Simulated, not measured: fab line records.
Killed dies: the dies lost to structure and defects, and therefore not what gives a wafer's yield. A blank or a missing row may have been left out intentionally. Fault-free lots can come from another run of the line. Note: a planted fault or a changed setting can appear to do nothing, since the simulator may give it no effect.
Which tool is to blame? ; flow sky130 ; 12 lots with 36 wafers sampled at 2 steps, on a route of 708 steps

## WHAT EACH GAUGE READ, for each wafer
SKY_VT_ADJUST_HVTP_OVL_MEAS_08.
lot;measured;on;VT_ADJUST_HVTP_OVL (nm)
L075;day 6 07:59;overlay-01;-0.5 -0.7 -0.2
L077;day 6 23:17;overlay-02;0.1 -0.1 -2.2
L079;day 7 14:08;overlay-01;1.5 -0.6 1.6
L081;day 8 01:31;overlay-02;0.1 0.7 -2.3
L083;day 8 13:13;overlay-02;-1.0 -1.1 -1.4
L085;day 8 23:53;overlay-01;2.1 0.8 2.0
L087;day 9 14:59;overlay-02;-1.7 -0.2 -2.0
L089;day 9 23:53;overlay-01;2.4 1.5 0.7
L091;day 10 15:59;overlay-01;-1.2 -1.3 -1.4
L093;day 11 06:44;overlay-02;1.9 0.1 0.4
L095;day 11 14:41;overlay-02;-0.8 -2.1 -1.3
L097;day 12 06:47;overlay-02;1.2 3.3 1.8

## EACH LOT AND THE TOOL THAT RAN IT (in order: tool; ch and the chambers of the sampled wafers; start)
lot;SKY_FIELD_ISO_ETCH_15
L075;rie_diel-04 ch 0,1, day 2 09:41
L077;rie_diel-03 ch 1,2,3, day 2 22:35
L079;rie_diel-03 ch 1,2,3, day 3 07:47
L081;rie_diel-03 ch 1,2, day 3 20:07
L083;rie_diel-01 ch 0,1,3, day 4 04:11
L085;rie_diel-03 ch 0,1,3, day 4 15:01
L087;rie_diel-03 ch 0,3, day 5 03:31
L089;rie_diel-04 ch 0,3, day 5 11:31
L091;rie_diel-03 ch 1,2,3, day 5 20:56
L093;rie_diel-01 ch 0,2,3, day 6 07:11
L095;rie_diel-04 ch 0,1,2, day 6 17:07
L097;rie_diel-04 ch 0,2,3, day 7 05:52
- SKY_FIELD_ISO_ETCH_15: etches the open film in CHF3/O2, stops on Si, target depth 180 nm, time 72 s.

## THE ANSWER, worked out from the rows above alone
Rule: usual is defined by the lots themselves. Put in order of their means at a reading, lots are off if they are a third of the lots or fewer, leave a main group of 4 or more, and stand apart from it by a gap of 3 or more times the standard deviation of the main group's means; of several such gaps the widest counts. Not used: any main group whose means are identical at the precision the tables above print for the reading. Also off: a lot with no number at a reading for which 4 or more lots have one. All remaining lots with rows at the step are treated as sound.
Nothing can be told from this: no lot is off at any reading shown.

## WHAT THE SIMULATOR HAD PUT IN
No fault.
